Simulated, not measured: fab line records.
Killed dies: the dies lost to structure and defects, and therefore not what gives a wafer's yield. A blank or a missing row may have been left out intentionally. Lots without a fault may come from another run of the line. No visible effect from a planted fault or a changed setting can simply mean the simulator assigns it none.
Which of the tools did it?    flow sfqLine    14 lots, 41 wafers sampled, at 2 steps of a route of 325

WHAT EACH GAUGE READ, for each wafer
SFQ_I7_BOW_MEAS_946. Usual: I7_BOW typically reads 7 um, with standard deviation 9.8.
lot   measured      on            I7_BOW (um)  flag
L831  day 75 05:26  filmMetro-04  5 10 5       
L832  day 75 07:08  filmMetro-03  -1 7 -3      
L834  day 75 15:17  filmMetro-04  5 5 9        
L835  day 75 19:03  filmMetro-04  1 -11 -8     
L836  day 76 10:42  filmMetro-03  4 7 12       
L837  day 76 22:13  filmMetro-03  -8 -1 -6     
L840  day 79 05:21  filmMetro-03  12 9 13      
L841  day 86 16:56  filmMetro-03  1 14 22      
L842  day 86 18:30  filmMetro-01  10 15 16     
L843  day 86 19:56  filmMetro-04  0 9 1        
L849  day 87 18:34  filmMetro-04  17 9 -3      
L851  day 88 01:50  filmMetro-04  31 18        
L852  day 88 05:16  filmMetro-04  4 14 15      
L854  day 88 18:28  filmMetro-04  9 6 10       

WHAT TOOL EACH LOT RAN ON (gives the tool, then ch and the chambers of the sampled wafers, and finally the start)
lot   SFQ_TRILAYER_M4_LITHO_COAT_093
L831  lithoTrack-02 ch 0, day 49 03:56
L832  lithoTrack-03 ch 0, day 49 17:08
L834  lithoTrack-03 ch 0, day 50 11:15
L835  lithoTrack-01 ch 0, day 50 18:29
L836  lithoTrack-01 ch 0, day 51 13:44
L837  lithoTrack-01 ch 0, day 51 20:47
L840  lithoTrack-01 ch 0, day 54 06:04
L841  lithoTrack-03 ch 0, day 54 09:37
L842  lithoTrack-02 ch 0, day 54 13:14
L843  lithoTrack-02 ch 0, day 54 20:26
L849  lithoTrack-03 ch 0, day 56 21:19
L851  lithoTrack-03 ch 0, day 57 07:34
L852  lithoTrack-03 ch 0, day 57 12:19
L854  lithoTrack-02 ch 0, day 57 23:07
- SFQ_TRILAYER_M4_LITHO_COAT_093: resist thk 600 nm.

WHAT THE TOOLS THEMSELVES READ (means of the sampled wafers that have a number; where no wafer has one, the mark that the record gives instead)
SFQ_TRILAYER_M4_LITHO_COAT_093. Usual: chillPlateTempC 23.03 C, standard deviation 0.11; spinSpeedRpm 2999.8 rpm, standard deviation 1.9.
lot   tool           chillPlateTempC (C)  spinSpeedRpm (rpm)  flag
L831  lithoTrack-02  22.98                3000.8              
L832  lithoTrack-03  23.05                3000.1              
L834  lithoTrack-03  22.95                2998.4              
L835  lithoTrack-01  23.07                2999.5              
L836  lithoTrack-01  23.02                2999.2              
L837  lithoTrack-01  22.97                3001.2              
L840  lithoTrack-01  23.02                2999.2              
L841  lithoTrack-03  23.27                2998.7              
L842  lithoTrack-02  22.93                2999.0              
L843  lithoTrack-02  23.08                2999.7              
L849  lithoTrack-03  22.93                2999.4              
L851  lithoTrack-03  22.92                2844.4              OFF
L852  lithoTrack-03  23.19                2841.4              OFF
L854  lithoTrack-02  23.03                3001.6              

THE ANSWER, worked out from the rows above alone
Rule: take the mean of a lot's wafers that have a number; if it is more than 3 standard deviations from the usual mean, the lot is off. A lot without any number at a reading at which 4 lots or more have one is off too. Where the step has rows for the other lots, those lots are counted as sound. The gauges are gone through in route order, then the tools' own readings, and for those a lot's mean is taken as printed above. The first step at which some lot is off is used, and at that step the reading that is off furthest; a lot without a number counts as furthest.
Off: L851, L852, at SFQ_TRILAYER_M4_LITHO_COAT_093 (spinSpeedRpm).
If a tool, at that step or one of the process steps before it, ran each lot that is off and ran no sound lot following the first of them, it fits. One candidate fits, namely lithoTrack-03 at SFQ_TRILAYER_M4_LITHO_COAT_093. Its last sound lot is L849 (day 56 21:19), its first lot that is off L851 (day 57 07:34): a fault that began between those two fits.
The tool's own readings at SFQ_TRILAYER_M4_LITHO_COAT_093 bear it out: on the lots that are off they differ by more than 5 times the standard deviation of the sound lots' means. spinSpeedRpm reads 2842.9 rpm there against 2999.7 rpm on the sound lots.

WHAT HAD BEEN PUT IN BY THE SIMULATOR
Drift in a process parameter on lithoTrack-03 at SFQ_TRILAYER_M4_LITHO_COAT_093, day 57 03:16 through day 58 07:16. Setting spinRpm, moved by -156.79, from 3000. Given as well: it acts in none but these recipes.
Struck lots among those shown: L851, L852. The rule above reached the same finding.
